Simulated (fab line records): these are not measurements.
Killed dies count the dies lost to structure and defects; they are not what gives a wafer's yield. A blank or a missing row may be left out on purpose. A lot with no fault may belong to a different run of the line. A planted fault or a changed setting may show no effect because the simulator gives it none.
Problem report in the 8D (eight disciplines) form, filled by code    flow sky130    the parts of the form that need people (team, actions taken, sign-off) are left out

== 1. PROBLEM STATEMENT ==
Wafers without a fault read 149.99, standard deviation 0.049; beam_energy_keV at SKY_PWDE_IMPLANT_08 reads a mean of 133.43 on 6 wafers belonging to 2 lots. That is -99 or more standard deviations from the usual mean.
Seen first at day 5 22:13 on implanter-01, wafer L592.4. Wafers with a number at this step in the record: 39, from 13 lots. By rule, "out" or "out of limits" means more than 4 standard deviations away from the usual mean. All remaining wafers that have a number are taken as sound.

== 2. WHAT IT IS, WHAT IT ISN'T ==
question                     is                      is not
which readings at this step  beam_energy_keV         -
which lots                   L592, L594              L583, L584, L585, L596, L597, L598, L599, L600, L604, L605, L606
which wafers of those lots   all that have a number  -
read on which tools          implanter-01            implanter-03, implanter-04
when                         from day 5 22:13        up to then (9 sound wafers); but 24 sound wafers of L596, L597, L598, L599, L600, L604, L605, L606 came after

== 3. WHAT RULES OUT EACH SUSPECT ==
Counting: any tool at a process step up to the reading is kept as a suspect provided that every lot that is out went through it and no sound lot did after the first of them.
- implanter-01 at SKY_PWDE_IMPLANT_08: ruled out as a lasting fault. Following L592 (day 5 22:13), the first lot on it that is out, the sound lots L606 were run on it.
Left after counting: nothing in the record.

== 4. THE CAUSE (what the simulator had put in) ==
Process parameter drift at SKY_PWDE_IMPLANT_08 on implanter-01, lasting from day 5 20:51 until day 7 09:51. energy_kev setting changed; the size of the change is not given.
Counting ruled it out, wrongly.

== 5. SEQUENCE OF EFFECTS, ordered by route ==
Rows list readings where the struck wafers' mean (over those with a number) sits beyond 3 standard deviations from the usual. Only readings whose record carries a usual standard deviation are examined. hours: median over the lots of the time between each lot's start at the first step of this table that gives one and its start at this step. sigmas: the change, counted in usual standard deviations.
hours  step                 reading          usual   on struck wafers  change  sigmas
0      SKY_PWDE_IMPLANT_08  beam_energy_keV  149.99  133.43            -16.56  -99 or more
Process steps it contains:
- SKY_PWDE_IMPLANT_08
At these later measuring or inspecting steps, every struck wafer for which the step has a row has a number for every such reading, and none has moved that far: SKY_LOCAL_INTERCONNECT_RS_MEAS_01.

== 6. HOW IT WOULD HAVE BEEN CAUGHT EARLIER ==
In this record the first reading out of limits was taken at day 5 22:13, 1 hour after the fault began at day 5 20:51.
